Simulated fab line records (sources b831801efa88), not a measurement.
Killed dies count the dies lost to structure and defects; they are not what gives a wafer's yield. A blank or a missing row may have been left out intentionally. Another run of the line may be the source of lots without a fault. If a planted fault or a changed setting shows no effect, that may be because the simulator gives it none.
Which tool did it? || flow sky130 || 14 lots, 42 wafers sampled, at 4 steps of a route of 708

## WHAT THE GAUGES READ, wafer by wafer
SKY_VT_ADJUST_LVTN_OVL_MEAS_18.
{"lot": "L631", "measured": "day 7 18:58", "on": "overlay-01", "VT_ADJUST_LVTN_01_OVL (nm)": "0.9 0.2 -1.7"}
{"lot": "L632", "measured": "day 8 01:16", "on": "overlay-01", "VT_ADJUST_LVTN_01_OVL (nm)": "-0.1 -0.3 -0.7"}
{"lot": "L636", "measured": "day 9 07:18", "on": "overlay-01", "VT_ADJUST_LVTN_01_OVL (nm)": "-1.5 0.0 -1.0"}
{"lot": "L637", "measured": "day 9 08:54", "on": "overlay-01", "VT_ADJUST_LVTN_01_OVL (nm)": "- - -"}
{"lot": "L638", "measured": "day 9 18:23", "on": "overlay-01", "VT_ADJUST_LVTN_01_OVL (nm)": "- - -"}
{"lot": "L643", "measured": "day 11 00:44", "on": "overlay-01", "VT_ADJUST_LVTN_01_OVL (nm)": "-0.9 1.6 -0.8"}
{"lot": "L644", "measured": "day 11 10:41", "on": "overlay-01", "VT_ADJUST_LVTN_01_OVL (nm)": "0.8 -0.5 -0.7"}
{"lot": "L645", "measured": "day 11 18:23", "on": "overlay-02", "VT_ADJUST_LVTN_01_OVL (nm)": "-0.3 2.0 0.0"}
{"lot": "L647", "measured": "day 12 13:23", "on": "overlay-02", "VT_ADJUST_LVTN_01_OVL (nm)": "-2.0 -2.2 -1.0"}
{"lot": "L648", "measured": "day 12 20:17", "on": "overlay-01", "VT_ADJUST_LVTN_01_OVL (nm)": "0.5 -1.1 -2.2"}
{"lot": "L649", "measured": "day 12 22:24", "on": "overlay-01", "VT_ADJUST_LVTN_01_OVL (nm)": "2.4 0.3 1.2"}
{"lot": "L651", "measured": "day 13 15:33", "on": "overlay-02", "VT_ADJUST_LVTN_01_OVL (nm)": "-2.1 -2.8 0.4"}
{"lot": "L652", "measured": "day 13 21:32", "on": "overlay-01", "VT_ADJUST_LVTN_01_OVL (nm)": "-1.7 -0.5 0.1"}
{"lot": "L654", "measured": "day 14 08:39", "on": "overlay-02", "VT_ADJUST_LVTN_01_OVL (nm)": "-1.7 -0.9 0.0"}

SKY_VT_ADJUST_NCORE_TW_MEAS_11.
{"lot": "L631", "measured": "day 8 16:21", "on": "film metro-01", "VT_ADJUST_NCORE_TW": "219.2 217.8 219.6"}
{"lot": "L632", "measured": "day 8 22:31", "on": "film metro-04", "VT_ADJUST_NCORE_TW": "223.6 225.3 224.0"}
{"lot": "L636", "measured": "day 10 06:02", "on": "film metro-01", "VT_ADJUST_NCORE_TW": "218.8 220.6 218.5"}
{"lot": "L637", "measured": "day 10 07:38", "on": "film metro-02", "VT_ADJUST_NCORE_TW": "250.0 249.1 249.6"}
{"lot": "L638", "measured": "day 10 18:04", "on": "film metro-01", "VT_ADJUST_NCORE_TW": "251.0 251.0 250.6"}
{"lot": "L643", "measured": "day 12 00:31", "on": "film metro-04", "VT_ADJUST_NCORE_TW": "222.4 222.2 223.0"}
{"lot": "L644", "measured": "day 12 11:36", "on": "film metro-01", "VT_ADJUST_NCORE_TW": "219.5 219.6 217.5"}
{"lot": "L645", "measured": "day 12 19:07", "on": "film metro-04", "VT_ADJUST_NCORE_TW": "223.6 222.9 223.5"}
{"lot": "L647", "measured": "day 13 15:19", "on": "film metro-02", "VT_ADJUST_NCORE_TW": "218.8 217.3 219.0"}
{"lot": "L648", "measured": "day 13 21:31", "on": "film metro-01", "VT_ADJUST_NCORE_TW": "220.0 219.0 220.6"}
{"lot": "L649", "measured": "day 13 23:47", "on": "film metro-01", "VT_ADJUST_NCORE_TW": "220.0 219.4 218.5"}
{"lot": "L651", "measured": "day 14 18:26", "on": "film metro-02", "VT_ADJUST_NCORE_TW": "217.9 218.5 218.6"}
{"lot": "L652", "measured": "day 15 00:05", "on": "film metro-02", "VT_ADJUST_NCORE_TW": "219.7 218.8 217.5"}
{"lot": "L654", "measured": "day 15 12:08", "on": "film metro-01", "VT_ADJUST_NCORE_TW": "218.1 218.9 219.7"}

SKY_VT_ADJUST_HVTR_TW_MEAS_11.
{"lot": "L631", "measured": "day 9 14:04", "on": "film metro-02", "VT_ADJUST_HVTR_TW": "212.3 210.9 211.2"}
{"lot": "L632", "measured": "day 9 20:51", "on": "film metro-03", "VT_ADJUST_HVTR_TW": "208.3 208.0 207.6"}
{"lot": "L636", "measured": "day 11 05:41", "on": "film metro-03", "VT_ADJUST_HVTR_TW": "206.7 207.1 207.9"}
{"lot": "L637", "measured": "day 11 06:37", "on": "film metro-02", "VT_ADJUST_HVTR_TW": "243.4 244.4 241.9"}
{"lot": "L638", "measured": "day 11 18:08", "on": "film metro-01", "VT_ADJUST_HVTR_TW": "243.5 242.1 242.5"}
{"lot": "L643", "measured": "day 13 01:48", "on": "film metro-02", "VT_ADJUST_HVTR_TW": "208.8 209.2 209.8"}
{"lot": "L644", "measured": "day 13 12:14", "on": "film metro-02", "VT_ADJUST_HVTR_TW": "210.4 209.6 209.9"}
{"lot": "L645", "measured": "day 13 20:11", "on": "film metro-01", "VT_ADJUST_HVTR_TW": "211.4 212.4 211.1"}
{"lot": "L647", "measured": "day 14 18:19", "on": "film metro-01", "VT_ADJUST_HVTR_TW": "209.6 211.1 209.8"}
{"lot": "L648", "measured": "day 14 23:25", "on": "film metro-02", "VT_ADJUST_HVTR_TW": "209.8 210.2 209.5"}
{"lot": "L649", "measured": "day 15 01:58", "on": "film metro-03", "VT_ADJUST_HVTR_TW": "206.7 206.9 205.3"}
{"lot": "L651", "measured": "day 15 21:58", "on": "film metro-03", "VT_ADJUST_HVTR_TW": "208.1 207.3 205.7"}
{"lot": "L652", "measured": "day 16 04:13", "on": "film metro-01", "VT_ADJUST_HVTR_TW": "210.7 210.8 210.9"}
{"lot": "L654", "measured": "day 16 17:17", "on": "film metro-02", "VT_ADJUST_HVTR_TW": "210.5 212.3 211.6"}

## EACH LOT AND THE TOOL THAT RAN IT (in order: tool; ch and the chambers of the sampled wafers; start)
{"lot": "L631", "SKY_VT_ADJUST_LVTN_COAT_13": "litho track-02 ch 0, day 7 08:58"}
{"lot": "L632", "SKY_VT_ADJUST_LVTN_COAT_13": "litho track-02 ch 0, day 7 15:16"}
{"lot": "L636", "SKY_VT_ADJUST_LVTN_COAT_13": "litho track-03 ch 0, day 8 19:39"}
{"lot": "L637", "SKY_VT_ADJUST_LVTN_COAT_13": "litho track-02, day 8 21:52"}
{"lot": "L638", "SKY_VT_ADJUST_LVTN_COAT_13": "litho track-03, day 9 07:36"}
{"lot": "L643", "SKY_VT_ADJUST_LVTN_COAT_13": "litho track-03 ch 0, day 10 13:02"}
{"lot": "L644", "SKY_VT_ADJUST_LVTN_COAT_13": "litho track-02 ch 0, day 10 22:32"}
{"lot": "L645", "SKY_VT_ADJUST_LVTN_COAT_13": "litho track-04 ch 0, day 11 06:29"}
{"lot": "L647", "SKY_VT_ADJUST_LVTN_COAT_13": "litho track-02 ch 0, day 12 00:52"}
{"lot": "L648", "SKY_VT_ADJUST_LVTN_COAT_13": "litho track-03 ch 0, day 12 08:21"}
{"lot": "L649", "SKY_VT_ADJUST_LVTN_COAT_13": "litho track-03 ch 0, day 12 10:36"}
{"lot": "L651", "SKY_VT_ADJUST_LVTN_COAT_13": "litho track-03 ch 0, day 13 02:48"}
{"lot": "L652", "SKY_VT_ADJUST_LVTN_COAT_13": "litho track-02 ch 0, day 13 08:56"}
{"lot": "L654", "SKY_VT_ADJUST_LVTN_COAT_13": "litho track-04 ch 0, day 13 19:25"}
- SKY_VT_ADJUST_LVTN_COAT_13: resist thk 1140 nm.

## AS READ BY THE TOOLS THEMSELVES (means over the sampled wafers that have a number; for cases with no such wafer, the mark the record gives instead)
SKY_VT_ADJUST_LVTN_COAT_13.
{"lot": "L631", "tool": "litho track-02", "chill plate temp C (C)": 22.97, "dispense pressure kPa (kPa)": 49.5}
{"lot": "L632", "tool": "litho track-02", "chill plate temp C (C)": 22.97, "dispense pressure kPa (kPa)": 49.5}
{"lot": "L636", "tool": "litho track-03", "chill plate temp C (C)": 23.03, "dispense pressure kPa (kPa)": 51.1}
{"lot": "L637", "tool": "litho track-02", "chill plate temp C (C)": "-", "dispense pressure kPa (kPa)": "-"}
{"lot": "L638", "tool": "litho track-03", "chill plate temp C (C)": "-", "dispense pressure kPa (kPa)": "-"}
{"lot": "L643", "tool": "litho track-03", "chill plate temp C (C)": 23.01, "dispense pressure kPa (kPa)": 51.0}
{"lot": "L644", "tool": "litho track-02", "chill plate temp C (C)": 22.93, "dispense pressure kPa (kPa)": 49.5}
{"lot": "L645", "tool": "litho track-04", "chill plate temp C (C)": 23.04, "dispense pressure kPa (kPa)": 48.0}
{"lot": "L647", "tool": "litho track-02", "chill plate temp C (C)": 22.97, "dispense pressure kPa (kPa)": 49.5}
{"lot": "L648", "tool": "litho track-03", "chill plate temp C (C)": 22.98, "dispense pressure kPa (kPa)": 51.0}
{"lot": "L649", "tool": "litho track-03", "chill plate temp C (C)": 22.86, "dispense pressure kPa (kPa)": 51.0}
{"lot": "L651", "tool": "litho track-03", "chill plate temp C (C)": 22.97, "dispense pressure kPa (kPa)": 51.0}
{"lot": "L652", "tool": "litho track-02", "chill plate temp C (C)": 22.85, "dispense pressure kPa (kPa)": 49.5}
{"lot": "L654", "tool": "litho track-04", "chill plate temp C (C)": 23.01, "dispense pressure kPa (kPa)": 48.0}

## THE ANSWER, worked out from the rows above alone
Rule: the lots themselves supply what counts as usual. The widest of any qualifying gaps counts: lots, ordered by their means at a reading, are off when they make up no more than a third of the lots, leave a main group of 4 or more, and stand apart from it by 3 or more times the standard deviation of that group's means. If all means in a main group match to the digits the tables above print for the reading, that group is not used. Also off: a lot with no number at a reading for which 4 or more lots have one. The other lots that the step has rows for count as sound. Order of review: gauges by route order, followed by the tools' own readings, for which a lot's mean as printed above is used. At the first step where some lot is off, the reading lying furthest off is the one used; lots without a number count as furthest.
Off: at SKY_VT_ADJUST_LVTN_OVL_MEAS_18 (VT_ADJUST_LVTN_01_OVL), L637, L638. Without a number there: L637, L638. Main group: mean -0.5 nm, sd 0.81.
A tool fits if, at a process step before that reading, it ran every lot that is off, and no sound lot after the first of them. The gauges at SKY_VT_ADJUST_LVTN_OVL_MEAS_18 aren't tried: what is off there is off at SKY_VT_ADJUST_NCORE_TW_MEAS_11 too, on other tools, and a gauge's error can't cause that. None of those tried fits.

## WHAT THE SIMULATOR PUT IN
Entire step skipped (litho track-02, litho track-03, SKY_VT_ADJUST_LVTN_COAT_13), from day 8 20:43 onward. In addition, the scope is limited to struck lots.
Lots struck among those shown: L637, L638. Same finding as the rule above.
